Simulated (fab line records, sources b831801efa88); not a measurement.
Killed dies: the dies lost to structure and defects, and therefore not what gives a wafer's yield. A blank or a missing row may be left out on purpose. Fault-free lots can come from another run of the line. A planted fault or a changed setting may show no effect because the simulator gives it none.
One fault through the eyes of 2 desks	flow sky130	only its own numbers are on each desk; what lay behind them is given at the end

DESK OF THE TOOL OWNER: pvd-sputter-04
The tool's own readings at SKY_METAL2_SPUTTER_02 (material AlCu, target thk 250 nm, time 13.3 s): means of the sampled wafers that have a number, for each lot that ran on this tool. The brackets show how far a lot's mean lies from the usual mean; more than 4 standard deviations puts the lot out of limits, marked OUT.
Columns: A = throttle-valve-pct at SKY_METAL2_SPUTTER_02, usual 29.9 %
lot	first seen here	A
L411	day 34 00:51	30.5
L416	day 36 00:36	30.1
L419	day 36 20:43	29.9
L423	day 38 21:40	30.5
L426	day 39 08:07	30.9
This desk's verdict: no lot among the 5 shows anything out of limits.

THE METROLOGY DESK
What the gauges read, lot by lot, whatever tool the lot ran on: means of the sampled wafers that have a number. The brackets show how far a lot's mean lies from the usual mean; more than 4 standard deviations puts the lot out of limits, marked OUT.
Columns: A = METAL2_ALCU_RS at SKY_METAL2_RS_MEAS_05, usual 0.1266 ohm/sq; B = METAL2_ALCU_THK at SKY_METAL2_THK_MEAS_06, usual 252.1 nm
lot	first seen here	A	B
L411	day 34 00:59	0.1262	250.7
L416	day 36 00:43	0.1273	248.9
L418	day 36 07:04	0.1271	252.6
L417	day 36 08:23	0.1287	248.3
L419	day 36 20:52	0.1271	250.0
L422	day 38 21:22	0.1260	253.7
L423	day 38 21:45	0.1312	244.7
L426	day 39 08:13	0.1309	243.3
L428	day 39 09:11	0.1262	253.5
L430	day 40 00:17	0.1266	253.2
L432	day 40 12:22	0.1257	253.5
L431	day 40 14:28	0.1266	250.6
L433	day 40 23:43	0.1289	249.7
This desk's verdict: no lot among the 13 shows anything out of limits.

TAKEN TOGETHER
The tool owner's desk saw nothing out of limits.
From the metrology desk's view, nothing was out of limits.

WHAT WAS PUT IN BY THE SIMULATOR
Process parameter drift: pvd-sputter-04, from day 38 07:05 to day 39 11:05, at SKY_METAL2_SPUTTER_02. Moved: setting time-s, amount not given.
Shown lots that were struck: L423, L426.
